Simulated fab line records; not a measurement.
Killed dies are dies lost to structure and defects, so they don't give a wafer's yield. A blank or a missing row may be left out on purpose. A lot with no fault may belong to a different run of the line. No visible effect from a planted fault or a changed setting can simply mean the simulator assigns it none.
fab line records + flow gf180mcu
record
- lots=5
- wafers=15
- lastDay=33
route steps=602 shown MVSD@71 MVPSD@78
lots that met no fault: from a run of the same line without faults
startH: hours from the record's opening day to when the first of the lot's shown wafers began + waitH: time in hours since the lot's previous step + " same as the row above + L1.1+2: a single row standing in for several wafers + - no value, or no start was given + * or withheld: withheld + < > ~ a bound
route shown NAME@n: names a module that has steps shown in the file, with the first one's number in the route + usual: the fault-free wafers' mean and standard deviation + same: alike in all rows + chamber/n: place in a boat + sites: each site's reading + _std_site: standard deviation of those values + _edge_site: inner sites' mean taken away from outer sites' mean + radiusMm: how far each site lies from the wafer's centre + mask NAME#n: copy n + behind: the most recent tool/chamber to have shaped the wafer + hold: cause of the lot's hold/its duration in hours/its outcome + device: which transistor (n, p or np) failed to switch + end of line: at the end of the route, the tests of the same wafers + a step given without rows: its recipe and nothing more + killed: dies lost to structure and defects at the first sort, not the wafer's yield + map: the dies of a wafer, with x for killed, . for not killed, _ for no die there
set.NAME: the setting as run; set.NAME@STEP: as run at that earlier step + model.NAME: the simulator's own value behind a step, which no gauge read
a table for each step, a row for each wafer; lots at some steps of the route
services: a tool's chamber out of use, with start hour (startH, from the record's first day; less than 0 if before it), hours out, and reason
## steps
# step GF_MVSD_PEB_05
# recipe
- tempC=115
- timeS=withheld
| lot.wafer  | tool          | chamber | startH | waitH |
|------------|---------------|---------|--------|-------|
| L078.2+3+5 | lithoTrack-03 | 0       | -      | -     |
| L085.1+2+4 | lithoTrack-04 | 0       | -      | -     |
| L088.1+2+4 | lithoTrack-02 | 0       | -      | -     |
| L091.1+3+4 | lithoTrack-03 | 0       | -      | -     |
| L093.1+2+3 | lithoTrack-02 | 0       | -      | -     |
# step GF_MVSD_DEVELOP_06
# recipe
- wallAngleDeg=90
- developTimeS=60
- devTempC=23
| lot.wafer  | tool          | chamber | startH | waitH |
|------------|---------------|---------|--------|-------|
| L078.2+3+5 | lithoTrack-03 | 0       | -      | -     |
| L085.1+2+4 | lithoTrack-04 | 0       | -      | -     |
| L088.1+2+4 | lithoTrack-02 | 0       | -      | -     |
| L091.1+3+4 | lithoTrack-03 | 0       | -      | -     |
| L093.1+2+3 | lithoTrack-02 | 0       | -      | -     |
# step GF_MVSD_OVL_MEAS_07
# usual
- MVSD_OVL=-0.7/1.6
| lot.wafer | tool       | chamber | startH | waitH | MVSD_OVL[nm] |
|-----------|------------|---------|--------|-------|--------------|
| L078.2    | overlay-02 | -       | 106.88 | -     | -0.4         |
| L078.3    | "          | -       | "      | "     | -1.7         |
| L078.5    | "          | -       | "      | "     | -1.6         |
| L085.1    | overlay-02 | -       | 143.86 | -     | -1.3         |
| L085.2    | "          | -       | "      | "     | -2.1         |
| L085.4    | "          | -       | "      | "     | -1.9         |
| L088.1    | overlay-01 | -       | 169.53 | -     | -2.9         |
| L088.2    | "          | -       | "      | "     | -3.0         |
| L088.4    | "          | -       | "      | "     | -0.4         |
| L091.1    | overlay-01 | -       | 182.67 | -     | -2.3         |
| L091.3    | "          | -       | "      | "     | -2.9         |
| L091.4    | "          | -       | "      | "     | -4.4         |
| L093.1    | overlay-01 | -       | 197.13 | -     | 2.1          |
| L093.2    | "          | -       | "      | "     | -1.3         |
| L093.3    | "          | -       | "      | "     | 0.2          |
# step GF_MVSD_IMPLANT_08
# recipe
- species=P
- energyKev=400
- doseCm2=1.6e+13
- tiltDeg=0
| lot.wafer  | tool         | chamber | startH | waitH |
|------------|--------------|---------|--------|-------|
| L078.2+3+5 | implanter-03 | 0       | 106.93 | 0.0   |
| L085.1+2+4 | implanter-03 | 0       | 143.90 | 0.0   |
| L088.1+2+4 | implanter-02 | 0       | 169.57 | 0.0   |
| L091.1+3+4 | implanter-03 | 0       | 182.71 | 0.0   |
| L093.1+2+3 | implanter-01 | 0       | 197.17 | 0.0   |
# step GF_MVSD_IMPLANT_09
# recipe
- species=P
- energyKev=100
- doseCm2=5e+12
- tiltDeg=0
| lot.wafer  | tool         | chamber | startH | waitH |
|------------|--------------|---------|--------|-------|
| L078.2+3+5 | implanter-03 | 0       | 107.08 | 0.1   |
| L085.1+2+4 | implanter-03 | 0       | 144.05 | 0.1   |
| L088.1+2+4 | implanter-02 | 0       | 169.72 | 0.1   |
| L091.1+3+4 | implanter-03 | 0       | 182.86 | 0.1   |
| L093.1+2+3 | implanter-01 | 0       | 197.32 | 0.1   |
# step GF_MVSD_STRIP_10
# recipe
- chemistry=O2/N2
- powerW=1400
- pressureMtorr=1500
- platenTempC=250
- o2FlowSccm=3000
- n2FlowSccm=300
- overashFraction=0.5
# usual
- drypumpMotorCurrentA=5.5/0.33
- heaterPowerW=323/18
- o2FlowSccm=3001/8.2
- oesProductAu=0.722/0.0049
- stripTimeToEndpointS=36.94/0.1
| lot.wafer | tool           | chamber | startH | waitH | drypumpMotorCurrentA | heaterPowerW | o2FlowSccm | oesProductAu | rfHoursCounterH | stripTimeToEndpointS |
|-----------|----------------|---------|--------|-------|----------------------|--------------|------------|--------------|-----------------|----------------------|
| L078.2    | plasmaAsher-01 | 1       | 107.21 | 0.1   | 6.1                  | 322          | 3000       | 0.723        | 45              | 37.11                |
| L078.3    | "              | 0       | "      | "     | 5.2                  | 311          | 3002       | 0.718        | -               | 37.06                |
| L078.5    | "              | 0       | "      | "     | 5.2                  | 325          | 2990       | 0.723        | -               | 37.13                |
| L085.1    | plasmaAsher-04 | 1       | 144.20 | 0.1   | 5.4                  | 296          | 2996       | 0.734        | 37              | 36.97                |
| L085.2    | "              | 0       | "      | "     | 5.5                  | 321          | 3002       | 0.725        | 37              | 36.99                |
| L085.4    | "              | 1       | "      | "     | 5.4                  | 286          | 3000       | 0.716        | -               | 36.91                |
| L088.1    | plasmaAsher-03 | 0       | 169.87 | 0.1   | 5.1                  | 344          | 2993       | 0.713        | 51              | 36.94                |
| L088.2    | "              | 1       | "      | "     | 5.7                  | 338          | 3001       | 0.724        | 51              | 36.96                |
| L088.4    | "              | 1       | "      | "     | 5.7                  | 337          | 3000       | 0.730        | -               | 36.87                |
| L091.1    | plasmaAsher-03 | 0       | 183.01 | 0.1   | 5.1                  | 340          | 3013       | 0.715        | 52              | 37.01                |
| L091.3    | "              | 0       | "      | "     | 5.1                  | 351          | 2989       | 0.726        | -               | 37.05                |
| L091.4    | "              | 1       | "      | "     | 5.7                  | 327          | 3010       | 0.721        | -               | 37.02                |
| L093.1    | plasmaAsher-01 | 1       | 197.47 | 0.1   | 6.1                  | 313          | 3013       | 0.717        | 55              | 36.91                |
| L093.2    | "              | 0       | "      | "     | 5.2                  | 312          | 2999       | 0.720        | 55              | 36.88                |
| L093.3    | "              | 0       | "      | "     | 5.3                  | 314          | 2998       | 0.725        | -               | 36.88                |
# step GF_MVSD_TW_MEAS_11
# usual
- MVSD_TW=1584/6.9
| lot.wafer | tool         | chamber | startH | waitH | MVSD_TW |
|-----------|--------------|---------|--------|-------|---------|
| L078.2    | filmMetro-02 | -       | 107.32 | 0.1   | 1599    |
| L078.3    | "            | -       | "      | "     | 1594    |
| L078.5    | "            | -       | "      | "     | 1593    |
| L085.1    | filmMetro-02 | -       | 144.30 | 0.1   | 1586    |
| L085.2    | "            | -       | "      | "     | 1590    |
| L085.4    | "            | -       | "      | "     | 1601    |
| L088.1    | filmMetro-03 | -       | 169.97 | 0.1   | 1581    |
| L088.2    | "            | -       | "      | "     | 1581    |
| L088.4    | "            | -       | "      | "     | 1587    |
| L091.1    | filmMetro-01 | -       | 183.11 | 0.1   | 1584    |
| L091.3    | "            | -       | "      | "     | 1586    |
| L091.4    | "            | -       | "      | "     | 1588    |
| L093.1    | filmMetro-01 | -       | 197.57 | 0.1   | 1587    |
| L093.2    | "            | -       | "      | "     | 1576    |
| L093.3    | "            | -       | "      | "     | 1578    |
# step GF_MVPSD_DEHYDRATE_00
# recipe
- tempC=200
- timeS=60
| lot.wafer  | tool          | chamber | startH | waitH |
|------------|---------------|---------|--------|-------|
| L078.2+3+5 | lithoTrack-01 | 0       | 114.23 | 6.9   |
| L085.1+2+4 | lithoTrack-01 | 0       | 151.36 | 7.0   |
| L088.1+2+4 | lithoTrack-03 | 0       | 177.67 | 7.7   |
| L091.1+3+4 | lithoTrack-01 | 0       | 189.96 | 6.8   |
| L093.1+2+3 | lithoTrack-01 | 0       | 205.61 | 8.0   |
# step GF_MVPSD_HMDS_01
# recipe
- primeTimeS=60
- primeTempC=120
# usual
- primeTempC=119.98/0.12
| lot.wafer | tool          | chamber | startH | waitH | primeTempC |
|-----------|---------------|---------|--------|-------|------------|
| L078.2    | lithoTrack-01 | 0       | 114.38 | 0.1   | 119.96     |
| L078.3    | "             | 0       | "      | "     | 119.95     |
| L078.5    | "             | 0       | "      | "     | 119.92     |
| L085.1    | lithoTrack-01 | 0       | 151.51 | 0.1   | 119.92     |
| L085.2    | "             | 0       | "      | "     | 119.75     |
| L085.4    | "             | 0       | "      | "     | 120.08     |
| L088.1    | lithoTrack-03 | 0       | 177.82 | 0.1   | 119.72     |
| L088.2    | "             | 0       | "      | "     | 119.88     |
| L088.4    | "             | 0       | "      | "     | 119.64     |
| L091.1    | lithoTrack-01 | 0       | 190.11 | 0.1   | 119.92     |
| L091.3    | "             | 0       | "      | "     | 120.05     |
| L091.4    | "             | 0       | "      | "     | 119.97     |
| L093.1    | lithoTrack-01 | 0       | 205.76 | 0.1   | 119.85     |
| L093.2    | "             | 0       | "      | "     | 119.69     |
| L093.3    | "             | 0       | "      | "     | 119.82     |
# step GF_MVPSD_COAT_02
# recipe
- spinRpm=2000
- resistThkNm=3000
| lot.wafer  | tool          | chamber | startH | waitH |
|------------|---------------|---------|--------|-------|
| L078.2+3+5 | lithoTrack-01 | 0       | 114.53 | 0.1   |
| L085.1+2+4 | lithoTrack-01 | 0       | 151.66 | 0.1   |
| L088.1+2+4 | lithoTrack-03 | 0       | 177.97 | 0.1   |
| L091.1+3+4 | lithoTrack-01 | 0       | 190.26 | 0.1   |
| L093.1+2+3 | lithoTrack-01 | 0       | 205.91 | 0.1   |
# step GF_MVPSD_SOFTBAKE_03
# recipe
- tempC=110
- timeS=withheld
| lot.wafer  | tool          | chamber | startH | waitH |
|------------|---------------|---------|--------|-------|
| L078.2+3+5 | lithoTrack-01 | 0       | 114.69 | 0.1   |
| L085.1+2+4 | lithoTrack-01 | 0       | 151.81 | 0.1   |
| L088.1+2+4 | lithoTrack-03 | 0       | 178.12 | 0.1   |
| L091.1+3+4 | lithoTrack-01 | 0       | 190.41 | 0.1   |
| L093.1+2+3 | lithoTrack-01 | 0       | 206.06 | 0.1   |
# step GF_MVPSD_EXPOSE_04
# recipe
- maskId=MVPSD
- targetCdNm=1000
- na=0.6
- sourceShape=conventional
- sigmaOuter=0.6
- doseMj=260
| lot.wafer  | tool            | chamber | startH | waitH | mask    |
|------------|-----------------|---------|--------|-------|---------|
| L078.2+3+5 | ilineStepper-02 | 0       | -      | -     | MVPSD#0 |
| L085.1+2+4 | ilineStepper-01 | 0       | -      | -     | MVPSD#0 |
| L088.1+2+4 | ilineStepper-01 | 0       | -      | -     | MVPSD#0 |
| L091.1+3+4 | ilineStepper-02 | 0       | -      | -     | MVPSD#0 |
| L093.1+2+3 | ilineStepper-01 | 0       | -      | -     | MVPSD#0 |
# step GF_MVPSD_PEB_05
# recipe
- tempC=115
- timeS=withheld
| lot.wafer  | tool          | chamber | startH | waitH |
|------------|---------------|---------|--------|-------|
| L078.2+3+5 | lithoTrack-03 | 0       | -      | -     |
| L085.1+2+4 | lithoTrack-01 | 0       | -      | -     |
| L088.1+2+4 | lithoTrack-03 | 0       | -      | -     |
| L091.1+3+4 | lithoTrack-04 | 0       | -      | -     |
| L093.1+2+3 | lithoTrack-04 | 0       | -      | -     |
# step GF_MVPSD_DEVELOP_06
# recipe
- wallAngleDeg=90
- developTimeS=60
- devTempC=23
| lot.wafer  | tool          | chamber | startH | waitH |
|------------|---------------|---------|--------|-------|
| L078.2+3+5 | lithoTrack-03 | 0       | -      | -     |
| L085.1+2+4 | lithoTrack-01 | 0       | -      | -     |
| L088.1+2+4 | lithoTrack-03 | 0       | -      | -     |
| L091.1+3+4 | lithoTrack-04 | 0       | -      | -     |
| L093.1+2+3 | lithoTrack-04 | 0       | -      | -     |
# step GF_MVPSD_OVL_MEAS_07
# usual
- MVPSD_OVL=-0.3/1.4
| lot.wafer | tool       | chamber | startH | waitH | MVPSD_OVL[nm] |
|-----------|------------|---------|--------|-------|---------------|
| L078.2    | overlay-02 | -       | 121.53 | -     | 0.5           |
| L078.3    | "          | -       | "      | "     | 1.6           |
| L078.5    | "          | -       | "      | "     | 1.7           |
| L085.1    | overlay-01 | -       | 159.96 | -     | -1.3          |
| L085.2    | "          | -       | "      | "     | -2.2          |
| L085.4    | "          | -       | "      | "     | -2.1          |
| L088.1    | overlay-02 | -       | 186.07 | -     | 1.5           |
| L088.2    | "          | -       | "      | "     | 1.2           |
| L088.4    | "          | -       | "      | "     | 0.6           |
| L091.1    | overlay-02 | -       | 198.96 | -     | -0.1          |
| L091.3    | "          | -       | "      | "     | 0.7           |
| L091.4    | "          | -       | "      | "     | -1.9          |
| L093.1    | overlay-02 | -       | 215.11 | -     | -2.8          |
| L093.2    | "          | -       | "      | "     | -3.7          |
| L093.3    | "          | -       | "      | "     | -3.5          |
# step GF_MVPSD_IMPLANT_08
# recipe
- species=B
- energyKev=170
- doseCm2=1.531e+13
- tiltDeg=0
| lot.wafer  | tool         | chamber | startH | waitH |
|------------|--------------|---------|--------|-------|
| L078.2+3+5 | implanter-02 | 0       | 121.58 | 0.0   |
| L085.1+2+4 | implanter-02 | 0       | 159.99 | 0.0   |
| L088.1+2+4 | implanter-04 | 0       | 186.11 | 0.0   |
| L091.1+3+4 | implanter-02 | 0       | 199.00 | 0.0   |
| L093.1+2+3 | implanter-03 | 0       | 215.15 | 0.0   |
# step GF_MVPSD_IMPLANT_09
# recipe
- species=B
- energyKev=40
- doseCm2=5e+12
- tiltDeg=0
| lot.wafer  | tool         | chamber | startH | waitH |
|------------|--------------|---------|--------|-------|
| L078.2+3+5 | implanter-02 | 0       | 121.73 | 0.1   |
| L085.1+2+4 | implanter-02 | 0       | 160.14 | 0.1   |
| L088.1+2+4 | implanter-04 | 0       | 186.26 | 0.1   |
| L091.1+3+4 | implanter-02 | 0       | 199.15 | 0.1   |
| L093.1+2+3 | implanter-03 | 0       | 215.30 | 0.1   |
# step GF_MVPSD_STRIP_10
# recipe
- chemistry=O2/N2
- powerW=1400
- pressureMtorr=1500
- platenTempC=250
- o2FlowSccm=3000
- n2FlowSccm=300
- overashFraction=0.5
# usual
- drypumpMotorCurrentA=5.37/0.24
- heaterPowerW=321/27
- o2FlowSccm=2999/10
- oesProductAu=0.722/0.0044
- stripTimeToEndpointS=36.96/0.094
| lot.wafer | tool           | chamber | startH | waitH | drypumpMotorCurrentA | heaterPowerW | o2FlowSccm | oesProductAu | rfHoursCounterH | stripTimeToEndpointS |
|-----------|----------------|---------|--------|-------|----------------------|--------------|------------|--------------|-----------------|----------------------|
| L078.2    | plasmaAsher-04 | 0       | 121.86 | 0.1   | 5.51                 | 323          | 2998       | 0.716        | 35              | 36.91                |
| L078.3    | "              | 0       | "      | "     | 5.49                 | 318          | 3007       | 0.725        | -               | 36.93                |
| L078.5    | "              | 0       | "      | "     | 5.50                 | 325          | 2993       | 0.719        | -               | 36.96                |
| L085.1    | plasmaAsher-04 | 1       | 160.29 | 0.1   | 5.38                 | 290          | 2997       | 0.718        | 39              | 36.97                |
| L085.2    | "              | 0       | "      | "     | 5.49                 | 322          | 2994       | 0.717        | 39              | 37.00                |
| L085.4    | "              | 1       | "      | "     | 5.39                 | 297          | 3004       | 0.730        | -               | 37.05                |
| L088.1    | plasmaAsher-02 | 0       | 186.41 | 0.1   | 5.43                 | 287          | 3002       | 0.717        | 8               | 36.99                |
| L088.2    | "              | 1       | "      | "     | 4.94                 | 352          | 2990       | 0.726        | 8               | 37.13                |
| L088.4    | "              | 1       | "      | "     | 4.97                 | 361          | 2994       | 0.726        | -               | 37.08                |
| L091.1    | plasmaAsher-04 | 1       | 199.30 | 0.1   | 5.40                 | 287          | 2997       | 0.717        | 43              | 36.99                |
| L091.3    | "              | 1       | "      | "     | 5.41                 | 288          | 3004       | 0.718        | -               | 36.94                |
| L091.4    | "              | 0       | "      | "     | 5.50                 | 323          | 3007       | 0.717        | -               | 36.95                |
| L093.1    | plasmaAsher-03 | 0       | 215.45 | 0.1   | 5.12                 | 342          | 3013       | 0.722        | 55              | 36.89                |
| L093.2    | "              | 1       | "      | "     | 5.73                 | 339          | 2994       | 0.722        | 55              | 36.93                |
| L093.3    | "              | 1       | "      | "     | 5.72                 | 333          | 2997       | 0.720        | -               | 36.94                |
## services
| tool            | chamber | startH | hours | kind        |
|-----------------|---------|--------|-------|-------------|
| implanter-04    | -       | 83.02  | 3.6   | repair      |
| plasmaAsher-01  | -       | 102.06 | 2.0   | repair      |
| implanter-01    | -       | 106.24 | 1.6   | repair      |
| plasmaAsher-02  | -       | 108.75 | 9.0   | pm          |
| plasmaAsher-02  | 0       | 108.75 | 9.0   | ventCycle   |
| plasmaAsher-02  | 1       | 108.75 | 9.0   | ventCycle   |
| plasmaAsher-02  | 0       | 117.75 | -     | clean       |
| plasmaAsher-02  | 1       | 117.75 | -     | clean       |
| plasmaAsher-03  | -       | 117.90 | 15.6  | pm          |
| implanter-04    | -       | 125.86 | 22.6  | pm          |
| ilineStepper-01 | -       | 139.97 | 8.9   | pm          |
| implanter-02    | -       | 149.00 | 2.0   | repair      |
| implanter-04    | -       | 149.77 | 6.3   | pm          |
| ilineStepper-01 | -       | 153.86 | 0.6   | repair      |
| ilineStepper-02 | 0       | 157.42 | -     | calibration |
| ilineStepper-01 | -       | 157.57 | 0.6   | repair      |
| implanter-03    | -       | 159.11 | 4.0   | pm          |
| implanter-01    | -       | 164.60 | 3.6   | pm          |
| implanter-03    | -       | 164.95 | 5.1   | repair      |
| ilineStepper-01 | -       | 170.34 | 2.7   | repair      |
| implanter-01    | -       | 172.70 | 3.8   | pm          |
| plasmaAsher-04  | -       | 175.22 | 4.3   | pm          |
| plasmaAsher-02  | -       | 192.34 | 2.3   | repair      |
| ilineStepper-01 | -       | 196.53 | 1.7   | pm          |
## key
fault none
